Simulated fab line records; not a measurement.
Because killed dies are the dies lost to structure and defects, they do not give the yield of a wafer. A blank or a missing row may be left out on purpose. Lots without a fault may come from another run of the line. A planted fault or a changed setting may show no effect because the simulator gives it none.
Struck lot and sound lot, side by side :: flow sky130 :: 15 out of 708 route steps
Sound: wafers L843.1, L843.5, L843.6. Struck: wafers L852.3, L852.5. (L852.6 of the same lot was not struck and is left out.) The cause comes at the end.
Each step with rows lists, per side, the tool, then ch with its chambers, then its first start. Under that, the readings that differ: sound wafers :: struck wafers :: difference of the means :: sigmas: that difference in standard deviations of wafers without a fault.
alike: same words and numbers on both sides, and readings whose means sit less than 2 such deviations apart. not compared: any withheld reading, any reading some wafer has no value for, any bound like >300 that may hide the same value, and any number with overlapping values for which the record gives no deviation.
The two part at a step that has a row with sigmas, a row that says differs or no value, or rows on one side only. Numbers that don't overlap but have no deviation are shown without sigmas and don't part them. A reading missing from all wafers of one side parts the sides only when that side holds two or more wafers.

SKY_VIA3_OVL_MEAS_13:
  sound on overlay-01, day 41 14:02; struck on overlay-02, day 44 02:22
  alike: VIA3_OVL
SKY_VIA3_ETCH_14: etches BARC in N2/H2, stops on SiO2, time 45.9 s, target depth 60 nm.
  sound on rie diel-02 ch 0,2,3, day 41 14:04; struck on rie diel-02 ch 2,3, day 44 02:23
reading: oes product au (a.u.)
sound: 0.840 0.850 0.847
struck: 0.861 0.867
difference: +0.018
sigmas: +4
  alike: drypump motor current A, throttle valve pct
  not compared: rf hours counter h
then, 1 step without rows for these wafers: SKY_VIA3_ETCH_15 (etches SiO2 in C4F8/O2/Ar, stops on TiN, target depth 507 nm, time 78 s).
SKY_VIA3_STRIP_16: strips in O2/N2.
  sound on plasma asher-01 ch 0,1, day 41 14:10; struck on plasma asher-03 ch 0,1, day 44 02:32
  alike: drypump motor current A, o2 flow sccm, oes product au, strip time to endpoint s
  not compared: rf hours counter h
then, 3 steps without rows for these wafers: SKY_VIA3_STRIP_17 (strips in post etch residue remover, time 1200 s); SKY_VIA3_CLEAN_18 (cleans in IPA, time 180 s); SKY_VIA3_CLEAN_19 (cleans in O3/DIW).
SKY_VIA3_SPUTTER_20: material TiN, target thk 20 nm, time 80 s.
  sound on pvd sputter-03, day 41 14:46; struck on pvd sputter-03, day 44 03:13
  alike: throttle valve pct
then, 1 step without rows for these wafers: SKY_VIA3_CVD_21 (deposits W, target thk 390 nm, time 117.31 s).
SKY_VIA3_RS_MEAS_22: measures by four-point-probe.
  sound on film metro-04, day 41 14:57; struck on film metro-02, day 44 03:31
  alike: VIA3_W_RS
SKY_VIA3_THK_MEAS_23: measures by xrf.
  sound on film metro-04, day 41 15:04; struck on film metro-02, day 44 03:37
  alike: VIA3_W_THK
SKY_VIA3_CMP_24: polishes, stops on SiO2, t overpolish 20 s, target thk 0 nm.
  sound on cmp-01 ch 0,3, day 41 15:11; struck on cmp-01 ch 0,3, day 44 03:59
  alike: motor current A, overpolish run s, retaining ring pressure frac, slurry flow ml min, time to endpoint s
SKY_METAL4_SPUTTER_00: material Ti, target thk 15 nm, time 10 s.
  sound on pvd sputter-03, day 41 15:30; struck on pvd sputter-03, day 44 04:08
reading: model.Ti_of_METAL4_SPUTTER_00.thk nm (nm)
sound: 14.61 14.73 14.84
struck: 13.59 13.48
difference: -1.19
sigmas: 
  alike: throttle valve pct
SKY_METAL4_SPUTTER_01: material TiN, target thk 20 nm, time 16.7 s.
  sound on pvd sputter-03, day 41 15:31; struck on pvd sputter-03, day 44 04:09
  alike: throttle valve pct
-- the record jumps here: 5 days lie between the struck wafers' starts before and after (it left off in module METAL4 and takes up again in module PAD_OPEN, whose first step shown is number 708 of the route) --
SKY_PAD_OPEN_PROBE_99:
  sound on prober-02, day 47 09:50; struck on prober-02, day 49 13:53
  alike: defect limited yield, killed_at_M0_to_M3, killed_at_M4_up, killed at contacts, killed at front end, killed at other, killed dies, killed open, killed short, sort_bin_3_pad_short, sort_bin_5_function, sort_bin_6_memory, sort n pass, sort yield pct

== WHERE THEY PART ==
Only at SKY_VIA3_ETCH_14, as far as this record shows. Later steps at which nothing parts them and some readings are alike: SKY_VIA3_STRIP_16, SKY_VIA3_SPUTTER_20, SKY_VIA3_RS_MEAS_22, SKY_VIA3_THK_MEAS_23, SKY_VIA3_CMP_24, SKY_METAL4_SPUTTER_00, SKY_METAL4_SPUTTER_01, SKY_PAD_OPEN_PROBE_99.

WHY: whatever the simulator had introduced
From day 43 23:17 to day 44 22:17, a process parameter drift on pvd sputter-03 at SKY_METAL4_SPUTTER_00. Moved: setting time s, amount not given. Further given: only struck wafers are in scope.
